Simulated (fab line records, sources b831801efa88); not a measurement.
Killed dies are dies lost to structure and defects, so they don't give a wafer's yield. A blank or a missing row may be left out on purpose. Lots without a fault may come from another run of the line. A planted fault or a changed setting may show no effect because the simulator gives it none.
Which tool did it? | flow sky130 | 12 lots, 36 wafers sampled, at 1 step of a route of 708

WHAT THE GAUGES READ, wafer by wafer
SKY_VT_ADJUST_NCORE_CD_MEAS_07: target cd 380 nm.
lot  | measured     | on        | cd_nm (nm)
L075 | day 8 22:23  | cd_sem-01 | 376.8 378.7 378.2
L077 | day 9 10:05  | cd_sem-01 | 376.9 377.4 376.1
L079 | day 9 21:15  | cd_sem-02 | 383.4 385.1 383.4
L081 | day 10 13:45 | cd_sem-01 | 381.9 383.7 382.2
L083 | day 11 10:29 | cd_sem-01 | 379.8 383.5 381.2
L084 | day 12 00:15 | cd_sem-01 | 383.9 383.8 381.9
L087 | day 12 15:18 | cd_sem-02 | 379.7 382.6 380.9
L089 | day 13 06:50 | cd_sem-02 | 380.7 378.9 380.3
L091 | day 13 21:10 | cd_sem-01 | 381.3 381.9 382.9
L093 | day 14 07:47 | cd_sem-02 | 379.0 379.3 378.9
L095 | day 14 18:42 | cd_sem-02 | 383.4 381.1 379.8
L097 | day 15 08:55 | cd_sem-02 | 376.8 376.5 375.4

WHICH TOOL RAN EACH LOT (tool, then ch and the chambers of the sampled wafers, then the start)
The record holds no process step before these readings.

THE ANSWER, worked out from the rows above alone
Rule: what is usual is taken from the lots themselves. Put in order of their means at a reading, lots are off if they are a third of the lots or fewer, leave a main group of 4 or more, and stand apart from it by a gap of 3 or more times the standard deviation of the main group's means; of several such gaps the widest counts. A main group whose means are all the same, to the digits that the tables above print for the reading, isn't used. A lot without any number at a reading at which 4 lots or more have one is off too. The other lots that the step has rows for count as sound.
No lot is off at any reading shown: from this, nothing can be told.

WHAT THE SIMULATOR HAD PUT IN
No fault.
